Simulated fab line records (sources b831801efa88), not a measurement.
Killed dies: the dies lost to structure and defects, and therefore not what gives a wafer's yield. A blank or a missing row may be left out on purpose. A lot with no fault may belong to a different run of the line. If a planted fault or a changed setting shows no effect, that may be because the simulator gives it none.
The tool behind it: which one? || flow gf180mcu || Sampling: 11 lots, 33 wafers, 6 of 602 route steps

== WHAT EACH GAUGE READ, for each wafer ==
GF_STI_THK_MEAS_22.
{"lot": "L299", "measured": "day 2 10:03", "on": "film metro-04", "STI_OXIDATION_01_THK (nm)": "15.19 15.33 15.40"}
{"lot": "L302", "measured": "day 3 00:08", "on": "film metro-01", "STI_OXIDATION_01_THK (nm)": "14.47 14.46 14.53"}
{"lot": "L303", "measured": "day 3 05:17", "on": "film metro-02", "STI_OXIDATION_01_THK (nm)": "14.75 15.16 14.87"}
{"lot": "L307", "measured": "day 4 02:58", "on": "film metro-02", "STI_OXIDATION_01_THK (nm)": "14.40 14.58 14.51"}
{"lot": "L309", "measured": "day 4 14:38", "on": "film metro-01", "STI_OXIDATION_01_THK (nm)": "14.60 14.61 14.20"}
{"lot": "L311", "measured": "day 4 22:24", "on": "film metro-04", "STI_OXIDATION_01_THK (nm)": "14.96 14.66 14.72"}
{"lot": "L313", "measured": "day 5 08:56", "on": "film metro-01", "STI_OXIDATION_01_THK (nm)": "14.37 14.75 15.12"}
{"lot": "L315", "measured": "day 5 18:15", "on": "film metro-02", "STI_OXIDATION_01_THK (nm)": "14.62 14.72 14.48"}
{"lot": "L317", "measured": "day 6 06:02", "on": "film metro-01", "STI_OXIDATION_01_THK (nm)": "15.02 15.12 14.83"}
{"lot": "L320", "measured": "day 6 21:28", "on": "film metro-02", "STI_OXIDATION_01_THK (nm)": "14.61 14.65 14.57"}
{"lot": "L321", "measured": "day 7 01:49", "on": "film metro-01", "STI_OXIDATION_01_THK (nm)": "15.21 15.19 15.33"}

GF_MVSD_TW_MEAS_11.
{"lot": "L299", "measured": "day 4 17:35", "on": "film metro-03", "MVSD_TW": "1575 1572 1577"}
{"lot": "L302", "measured": "day 5 08:52", "on": "film metro-03", "MVSD_TW": "1568 1570 1570"}
{"lot": "L303", "measured": "day 5 12:46", "on": "film metro-03", "MVSD_TW": "1566 1566 1568"}
{"lot": "L307", "measured": "day 6 15:13", "on": "film metro-03", "MVSD_TW": "1572 1585 1577"}
{"lot": "L309", "measured": "day 7 05:09", "on": "film metro-03", "MVSD_TW": "1555 1561 1559"}
{"lot": "L311", "measured": "day 7 14:04", "on": "film metro-03", "MVSD_TW": "1552 1547 1552"}
{"lot": "L313", "measured": "day 8 01:25", "on": "film metro-03", "MVSD_TW": "1577 1578 1572"}
{"lot": "L315", "measured": "day 8 11:19", "on": "film metro-03", "MVSD_TW": "1576 1569 1567"}
{"lot": "L317", "measured": "day 9 02:07", "on": "film metro-04", "MVSD_TW": "1571 1579 1575"}
{"lot": "L320", "measured": "day 9 17:45", "on": "film metro-03", "MVSD_TW": "1565 1567 1559"}
{"lot": "L321", "measured": "day 10 00:55", "on": "film metro-03", "MVSD_TW": "1576 1576 1573"}

GF_VT_IMPLANT_RS_MEAS_46: a four-point-probe measurement.
{"lot": "L299", "measured": "day 7 21:58", "on": "film metro-03", "MVSD_RS (ohm/sq)": "455.3 454.8 456.4"}
{"lot": "L302", "measured": "day 8 15:49", "on": "film metro-04", "MVSD_RS (ohm/sq)": "457.4 456.4 457.0"}
{"lot": "L303", "measured": "day 8 18:34", "on": "film metro-04", "MVSD_RS (ohm/sq)": "458.3 457.1 456.4"}
{"lot": "L307", "measured": "day 10 01:48", "on": "film metro-03", "MVSD_RS (ohm/sq)": "453.2 454.6 452.9"}
{"lot": "L309", "measured": "day 10 17:01", "on": "film metro-03", "MVSD_RS (ohm/sq)": "481.0 479.9 480.9"}
{"lot": "L311", "measured": "day 11 02:28", "on": "film metro-03", "MVSD_RS (ohm/sq)": "480.0 479.2 481.0"}
{"lot": "L313", "measured": "day 11 15:01", "on": "film metro-01", "MVSD_RS (ohm/sq)": "457.1 456.8 457.0"}
{"lot": "L315", "measured": "day 12 01:26", "on": "film metro-01", "MVSD_RS (ohm/sq)": "458.0 457.0 457.3"}
{"lot": "L317", "measured": "day 12 18:07", "on": "film metro-04", "MVSD_RS (ohm/sq)": "457.9 458.0 457.1"}
{"lot": "L320", "measured": "day 13 13:19", "on": "film metro-03", "MVSD_RS (ohm/sq)": "457.4 456.2 458.3"}
{"lot": "L321", "measured": "day 13 23:15", "on": "film metro-04", "MVSD_RS (ohm/sq)": "456.9 455.4 457.0"}

== WHAT TOOL EACH LOT RAN ON (gives the tool, then ch and the chambers of the sampled wafers, and finally the start) ==
{"lot": "L299", "GF_STI_ETCH_14": "rie si-01 ch 0,1,3, day 2 07:49", "GF_DNWELL_STRIP_08": "plasma asher-03 ch 0,1, day 3 01:01", "GF_MVSD_IMPLANT_09": "implanter-03 ch 0, day 4 17:22"}
{"lot": "L302", "GF_STI_ETCH_14": "rie si-01 ch 1,2, day 2 22:19", "GF_DNWELL_STRIP_08": "plasma asher-03 ch 0, day 3 15:40", "GF_MVSD_IMPLANT_09": "implanter-04 ch 0, day 5 08:37"}
{"lot": "L303", "GF_STI_ETCH_14": "rie si-01 ch 0,3, day 3 03:28", "GF_DNWELL_STRIP_08": "plasma asher-02 ch 0,1, day 3 20:37", "GF_MVSD_IMPLANT_09": "implanter-04 ch 0, day 5 12:32"}
{"lot": "L307", "GF_STI_ETCH_14": "rie si-02 ch 0,3, day 4 01:19", "GF_DNWELL_STRIP_08": "plasma asher-02 ch 0,1, day 4 19:17", "GF_MVSD_IMPLANT_09": "implanter-01 ch 0, day 6 14:58"}
{"lot": "L309", "GF_STI_ETCH_14": "rie si-01 ch 0,2, day 4 10:55", "GF_DNWELL_STRIP_08": "plasma asher-01 ch 0, day 5 07:04", "GF_MVSD_IMPLANT_09": "implanter-01 ch 0, day 7 04:54"}
{"lot": "L311", "GF_STI_ETCH_14": "rie si-02 ch 0,2,3, day 4 20:43", "GF_DNWELL_STRIP_08": "plasma asher-02 ch 0,1, day 5 15:31", "GF_MVSD_IMPLANT_09": "implanter-01 ch 0, day 7 13:49"}
{"lot": "L313", "GF_STI_ETCH_14": "rie si-01 ch 0,1,3, day 5 07:13", "GF_DNWELL_STRIP_08": "plasma asher-03 ch 0,1, day 6 02:19", "GF_MVSD_IMPLANT_09": "implanter-03 ch 0, day 8 01:10"}
{"lot": "L315", "GF_STI_ETCH_14": "rie si-02 ch 0,1,3, day 5 16:34", "GF_DNWELL_STRIP_08": "plasma asher-02 ch 1, day 6 11:58", "GF_MVSD_IMPLANT_09": "implanter-03 ch 0, day 8 11:05"}
{"lot": "L317", "GF_STI_ETCH_14": "rie si-02 ch 0,2,3, day 6 04:22", "GF_DNWELL_STRIP_08": "plasma asher-03 ch 0,1, day 7 00:12", "GF_MVSD_IMPLANT_09": "implanter-03 ch 0, day 9 01:54"}
{"lot": "L320", "GF_STI_ETCH_14": "rie si-02 ch 0,1,3, day 6 19:49", "GF_DNWELL_STRIP_08": "plasma asher-03 ch 0,1, day 7 15:16", "GF_MVSD_IMPLANT_09": "implanter-04 ch 0, day 9 17:30"}
{"lot": "L321", "GF_STI_ETCH_14": "rie si-01 ch 0,2,3, day 7 00:10", "GF_DNWELL_STRIP_08": "plasma asher-03 ch 0,1, day 7 21:16", "GF_MVSD_IMPLANT_09": "implanter-01 ch 0, day 10 00:40"}
- GF_STI_ETCH_14: etches Si in HBr/Cl2/O2, target depth 360 nm, time 102.9 s.
- GF_DNWELL_STRIP_08: strips in O2/N2.
- GF_MVSD_IMPLANT_09

== AS READ BY THE TOOLS THEMSELVES (means over the sampled wafers that have a number; for cases with no such wafer, the mark the record gives instead) ==
GF_STI_ETCH_14.
{"lot": "L299", "tool": "rie si-01", "bias w (W)": 150.1, "drypump motor current A (A)": 6.2, "he backside leak sccm (sccm)": 3.06, "oes product au (a.u.)": 1.013, "throttle valve pct (%)": 25.636}
{"lot": "L302", "tool": "rie si-01", "bias w (W)": 150.1, "drypump motor current A (A)": 6.3, "he backside leak sccm (sccm)": 2.92, "oes product au (a.u.)": 0.994, "throttle valve pct (%)": 25.662}
{"lot": "L303", "tool": "rie si-01", "bias w (W)": 150.0, "drypump motor current A (A)": 6.1, "he backside leak sccm (sccm)": 2.97, "oes product au (a.u.)": 1.001, "throttle valve pct (%)": 25.672}
{"lot": "L307", "tool": "rie si-02", "bias w (W)": 150.5, "drypump motor current A (A)": 5.9, "he backside leak sccm (sccm)": 2.58, "oes product au (a.u.)": 1.009, "throttle valve pct (%)": 25.647}
{"lot": "L309", "tool": "rie si-01", "bias w (W)": 149.9, "drypump motor current A (A)": 6.1, "he backside leak sccm (sccm)": 2.83, "oes product au (a.u.)": 0.994, "throttle valve pct (%)": 25.646}
{"lot": "L311", "tool": "rie si-02", "bias w (W)": 150.0, "drypump motor current A (A)": 5.8, "he backside leak sccm (sccm)": 2.55, "oes product au (a.u.)": 1.014, "throttle valve pct (%)": 25.646}
{"lot": "L313", "tool": "rie si-01", "bias w (W)": 149.8, "drypump motor current A (A)": 6.2, "he backside leak sccm (sccm)": 2.98, "oes product au (a.u.)": 1.003, "throttle valve pct (%)": 25.650}
{"lot": "L315", "tool": "rie si-02", "bias w (W)": 150.3, "drypump motor current A (A)": 5.8, "he backside leak sccm (sccm)": 2.61, "oes product au (a.u.)": 0.996, "throttle valve pct (%)": 25.662}
{"lot": "L317", "tool": "rie si-02", "bias w (W)": 150.1, "drypump motor current A (A)": 5.8, "he backside leak sccm (sccm)": 2.50, "oes product au (a.u.)": 1.009, "throttle valve pct (%)": 25.646}
{"lot": "L320", "tool": "rie si-02", "bias w (W)": 150.0, "drypump motor current A (A)": 5.7, "he backside leak sccm (sccm)": 2.60, "oes product au (a.u.)": 0.996, "throttle valve pct (%)": 25.644}
{"lot": "L321", "tool": "rie si-01", "bias w (W)": 150.2, "drypump motor current A (A)": 6.3, "he backside leak sccm (sccm)": 2.77, "oes product au (a.u.)": 0.987, "throttle valve pct (%)": 25.653}

GF_DNWELL_STRIP_08.
{"lot": "L299", "tool": "plasma asher-03", "drypump motor current A (A)": 5.1, "heater power w (W)": 391, "oes product au (a.u.)": 0.726, "platen temp c (C)": 250.10, "strip time to endpoint s (s)": 36.92}
{"lot": "L302", "tool": "plasma asher-03", "drypump motor current A (A)": 5.0, "heater power w (W)": 419, "oes product au (a.u.)": 0.720, "platen temp c (C)": 250.03, "strip time to endpoint s (s)": 37.00}
{"lot": "L303", "tool": "plasma asher-02", "drypump motor current A (A)": 5.8, "heater power w (W)": 319, "oes product au (a.u.)": 0.720, "platen temp c (C)": 249.80, "strip time to endpoint s (s)": 37.02}
{"lot": "L307", "tool": "plasma asher-02", "drypump motor current A (A)": 5.7, "heater power w (W)": 304, "oes product au (a.u.)": 0.722, "platen temp c (C)": 249.78, "strip time to endpoint s (s)": 37.07}
{"lot": "L309", "tool": "plasma asher-01", "drypump motor current A (A)": 5.9, "heater power w (W)": 346, "oes product au (a.u.)": 0.723, "platen temp c (C)": 249.99, "strip time to endpoint s (s)": 37.09}
{"lot": "L311", "tool": "plasma asher-02", "drypump motor current A (A)": 5.7, "heater power w (W)": 305, "oes product au (a.u.)": 0.718, "platen temp c (C)": 249.85, "strip time to endpoint s (s)": 36.99}
{"lot": "L313", "tool": "plasma asher-03", "drypump motor current A (A)": 5.1, "heater power w (W)": 400, "oes product au (a.u.)": 0.723, "platen temp c (C)": 250.02, "strip time to endpoint s (s)": 37.01}
{"lot": "L315", "tool": "plasma asher-02", "drypump motor current A (A)": 5.8, "heater power w (W)": 339, "oes product au (a.u.)": 0.724, "platen temp c (C)": 250.13, "strip time to endpoint s (s)": 36.94}
{"lot": "L317", "tool": "plasma asher-03", "drypump motor current A (A)": 5.1, "heater power w (W)": 400, "oes product au (a.u.)": 0.725, "platen temp c (C)": 250.20, "strip time to endpoint s (s)": 36.96}
{"lot": "L320", "tool": "plasma asher-03", "drypump motor current A (A)": 5.3, "heater power w (W)": 361, "oes product au (a.u.)": 0.724, "platen temp c (C)": 250.24, "strip time to endpoint s (s)": 37.07}
{"lot": "L321", "tool": "plasma asher-03", "drypump motor current A (A)": 5.3, "heater power w (W)": 359, "oes product au (a.u.)": 0.726, "platen temp c (C)": 250.29, "strip time to endpoint s (s)": 36.88}

GF_MVSD_IMPLANT_09.
{"lot": "L299", "tool": "implanter-03", "dose ions cm2": 5e+12, "faraday current uA": 27.8, "tilt deg (degrees)": -0.007}
{"lot": "L302", "tool": "implanter-04", "dose ions cm2": 5e+12, "faraday current uA": 28.0, "tilt deg (degrees)": 0.002}
{"lot": "L303", "tool": "implanter-04", "dose ions cm2": 5e+12, "faraday current uA": 28.6, "tilt deg (degrees)": -0.012}
{"lot": "L307", "tool": "implanter-01", "dose ions cm2": 5e+12, "faraday current uA": 27.5, "tilt deg (degrees)": 0.025}
{"lot": "L309", "tool": "implanter-01", "dose ions cm2": 4e+12, "faraday current uA": 20.2, "tilt deg (degrees)": -0.001}
{"lot": "L311", "tool": "implanter-01", "dose ions cm2": 4e+12, "faraday current uA": 19.9, "tilt deg (degrees)": -0.015}
{"lot": "L313", "tool": "implanter-03", "dose ions cm2": 5e+12, "faraday current uA": 28.9, "tilt deg (degrees)": 0.011}
{"lot": "L315", "tool": "implanter-03", "dose ions cm2": 5e+12, "faraday current uA": 27.9, "tilt deg (degrees)": 0.004}
{"lot": "L317", "tool": "implanter-03", "dose ions cm2": 5e+12, "faraday current uA": 28.0, "tilt deg (degrees)": -0.006}
{"lot": "L320", "tool": "implanter-04", "dose ions cm2": 5e+12, "faraday current uA": 28.4, "tilt deg (degrees)": -0.015}
{"lot": "L321", "tool": "implanter-01", "dose ions cm2": 5e+12, "faraday current uA": 28.0, "tilt deg (degrees)": -0.006}

== THE ANSWER, worked out from the rows above alone ==
Rule: usual is defined by the lots themselves. The widest of any qualifying gaps counts: lots, ordered by their means at a reading, are off when they make up no more than a third of the lots, leave a main group of 4 or more, and stand apart from it by 3 or more times the standard deviation of that group's means. Not used: any main group whose means are identical at the precision the tables above print for the reading. A lot without any number at a reading at which 4 lots or more have one is off too. Where the step has rows for the other lots, those lots are counted as sound. Order of review: gauges by route order, followed by the tools' own readings, for which a lot's mean as printed above is used. The first step at which some lot is off is used, and at that step the reading that is off furthest; a lot without a number counts as furthest.
Off: L309, L311, at GF_VT_IMPLANT_RS_MEAS_46 (MVSD_RS). Main group: mean 456.6 ohm/sq, sd 1.2.
A tool fits if, at a process step before that reading, it ran every lot that is off, and no sound lot after the first of them. The gauges at GF_VT_IMPLANT_RS_MEAS_46 aren't tried: what is off there is off at GF_MVSD_IMPLANT_09 too, on other tools, and a gauge's error can't cause that. Not one of the candidates tried fits.

== WHAT THE SIMULATOR PUT IN ==
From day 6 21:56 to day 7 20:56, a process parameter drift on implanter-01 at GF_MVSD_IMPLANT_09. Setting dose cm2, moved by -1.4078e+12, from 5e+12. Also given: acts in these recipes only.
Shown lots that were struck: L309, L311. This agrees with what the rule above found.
